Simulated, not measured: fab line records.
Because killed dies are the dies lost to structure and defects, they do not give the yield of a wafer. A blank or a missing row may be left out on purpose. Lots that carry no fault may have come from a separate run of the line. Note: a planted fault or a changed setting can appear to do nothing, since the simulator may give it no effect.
Which tool did it? / flow gf180mcu / 14 lots, 42 wafers sampled, at 2 steps of a route of 602

## WHAT THE GAUGES READ, wafer by wafer
GF_STI_THK_MEAS_30.
lot=L342; measured=day 2 10:46; on=film-metro-04; STI_OXIDATION_02_THK (nm)=10.00 9.87 9.92
lot=L344; measured=day 2 18:02; on=film-metro-03; STI_OXIDATION_02_THK (nm)=9.97 10.01 10.00
lot=L345; measured=day 2 21:47; on=film-metro-02; STI_OXIDATION_02_THK (nm)=9.87 9.93 9.83
lot=L348; measured=day 3 20:33; on=film-metro-04; STI_OXIDATION_02_THK (nm)=10.01 10.11 9.93
lot=L349; measured=day 4 00:52; on=film-metro-04; STI_OXIDATION_02_THK (nm)=10.03 9.99 9.89
lot=L355; measured=day 5 03:23; on=film-metro-04; STI_OXIDATION_02_THK (nm)=10.25 10.25 10.31
lot=L357; measured=day 5 18:37; on=film-metro-02; STI_OXIDATION_02_THK (nm)=10.22 10.25 10.13
lot=L358; measured=day 6 02:49; on=film-metro-04; STI_OXIDATION_02_THK (nm)=9.96 10.12 9.99
lot=L359; measured=day 6 02:51; on=film-metro-03; STI_OXIDATION_02_THK (nm)=10.24 9.98 10.11
lot=L360; measured=day 6 05:52; on=film-metro-04; STI_OXIDATION_02_THK (nm)=10.01 10.08 10.21
lot=L361; measured=day 6 10:58; on=film-metro-02; STI_OXIDATION_02_THK (nm)=9.75 9.98 9.67
lot=L363; measured=day 6 22:58; on=film-metro-03; STI_OXIDATION_02_THK (nm)=9.89 9.97 9.98
lot=L364; measured=day 7 02:19; on=film-metro-03; STI_OXIDATION_02_THK (nm)=10.17 9.90 10.02
lot=L365; measured=day 7 06:02; on=film-metro-03; STI_OXIDATION_02_THK (nm)=9.89 10.01 9.92

## TOOL THAT RAN EACH LOT (tool first, then ch and the chambers of the sampled wafers, then the start)
lot=L342; GF_STI_ETCH_14=rie-si-02 ch 0,2,3, day 2 02:35
lot=L344; GF_STI_ETCH_14=rie-si-01 ch 0,1,2, day 2 11:46
lot=L345; GF_STI_ETCH_14=rie-si-01 ch 0,1,2, day 2 17:37
lot=L348; GF_STI_ETCH_14=rie-si-02 ch 0,3, day 3 09:40
lot=L349; GF_STI_ETCH_14=rie-si-01 ch 0,1,2, day 3 12:23
lot=L355; GF_STI_ETCH_14=rie-si-02 ch 2,3, day 4 21:10
lot=L357; GF_STI_ETCH_14=rie-si-01 ch 1,3, day 5 07:16
lot=L358; GF_STI_ETCH_14=rie-si-01 ch 1,2, day 5 14:59
lot=L359; GF_STI_ETCH_14=rie-si-02 ch 0,1,2, day 5 18:52
lot=L360; GF_STI_ETCH_14=rie-si-01 ch 1,2, day 5 20:56
lot=L361; GF_STI_ETCH_14=rie-si-01 ch 0,2, day 6 06:38
lot=L363; GF_STI_ETCH_14=rie-si-02 ch 0,3, day 6 18:11
lot=L364; GF_STI_ETCH_14=rie-si-02 ch 0,1,2, day 6 21:47
lot=L365; GF_STI_ETCH_14=rie-si-01 ch 0,2,3, day 7 01:31
- GF_STI_ETCH_14: etches Si in HBr/Cl2/O2, target depth 360 nm, time 102.9 s.

## AS READ BY THE TOOLS THEMSELVES (means over the sampled wafers that have a number; for cases with no such wafer, the mark the record gives instead)
GF_STI_ETCH_14.
lot=L342; tool=rie-si-02; drypump-motor-current-A (A)=6.1; mfc-cl2-sccm (sccm)=40.03; oes-product-au (a.u.)=1.010; throttle-valve-pct (%)=25.656
lot=L344; tool=rie-si-01; drypump-motor-current-A (A)=6.1; mfc-cl2-sccm (sccm)=39.87; oes-product-au (a.u.)=0.983; throttle-valve-pct (%)=25.659
lot=L345; tool=rie-si-01; drypump-motor-current-A (A)=6.0; mfc-cl2-sccm (sccm)=40.07; oes-product-au (a.u.)=0.997; throttle-valve-pct (%)=25.658
lot=L348; tool=rie-si-02; drypump-motor-current-A (A)=6.2; mfc-cl2-sccm (sccm)=39.97; oes-product-au (a.u.)=0.996; throttle-valve-pct (%)=25.649
lot=L349; tool=rie-si-01; drypump-motor-current-A (A)=6.0; mfc-cl2-sccm (sccm)=40.08; oes-product-au (a.u.)=0.990; throttle-valve-pct (%)=25.661
lot=L355; tool=rie-si-02; drypump-motor-current-A (A)=5.9; mfc-cl2-sccm (sccm)=39.88; oes-product-au (a.u.)=0.998; throttle-valve-pct (%)=25.653
lot=L357; tool=rie-si-01; drypump-motor-current-A (A)=6.3; mfc-cl2-sccm (sccm)=40.14; oes-product-au (a.u.)=1.000; throttle-valve-pct (%)=25.657
lot=L358; tool=rie-si-01; drypump-motor-current-A (A)=6.3; mfc-cl2-sccm (sccm)=40.00; oes-product-au (a.u.)=0.998; throttle-valve-pct (%)=25.660
lot=L359; tool=rie-si-02; drypump-motor-current-A (A)=5.8; mfc-cl2-sccm (sccm)=39.91; oes-product-au (a.u.)=0.991; throttle-valve-pct (%)=25.659
lot=L360; tool=rie-si-01; drypump-motor-current-A (A)=6.4; mfc-cl2-sccm (sccm)=40.03; oes-product-au (a.u.)=0.988; throttle-valve-pct (%)=25.672
lot=L361; tool=rie-si-01; drypump-motor-current-A (A)=6.1; mfc-cl2-sccm (sccm)=40.04; oes-product-au (a.u.)=0.985; throttle-valve-pct (%)=25.662
lot=L363; tool=rie-si-02; drypump-motor-current-A (A)=6.4; mfc-cl2-sccm (sccm)=40.01; oes-product-au (a.u.)=1.015; throttle-valve-pct (%)=25.654
lot=L364; tool=rie-si-02; drypump-motor-current-A (A)=5.8; mfc-cl2-sccm (sccm)=40.09; oes-product-au (a.u.)=0.995; throttle-valve-pct (%)=25.654
lot=L365; tool=rie-si-01; drypump-motor-current-A (A)=6.1; mfc-cl2-sccm (sccm)=39.92; oes-product-au (a.u.)=0.994; throttle-valve-pct (%)=25.672

## THE ANSWER, worked out from the rows above alone
Rule: the lots themselves supply what counts as usual. The widest of any qualifying gaps counts: lots, ordered by their means at a reading, are off when they make up no more than a third of the lots, leave a main group of 4 or more, and stand apart from it by 3 or more times the standard deviation of that group's means. If all means in a main group match to the digits the tables above print for the reading, that group is not used. Also off: a lot with no number at a reading for which 4 or more lots have one. The other lots that the step has rows for count as sound. Order of review: gauges by route order, followed by the tools' own readings, for which a lot's mean as printed above is used. At the first step where some lot is off, the reading lying furthest off is the one used; lots without a number count as furthest.
None of the lots is off at any reading shown; this tells nothing.

## WHAT THE SIMULATOR PUT IN
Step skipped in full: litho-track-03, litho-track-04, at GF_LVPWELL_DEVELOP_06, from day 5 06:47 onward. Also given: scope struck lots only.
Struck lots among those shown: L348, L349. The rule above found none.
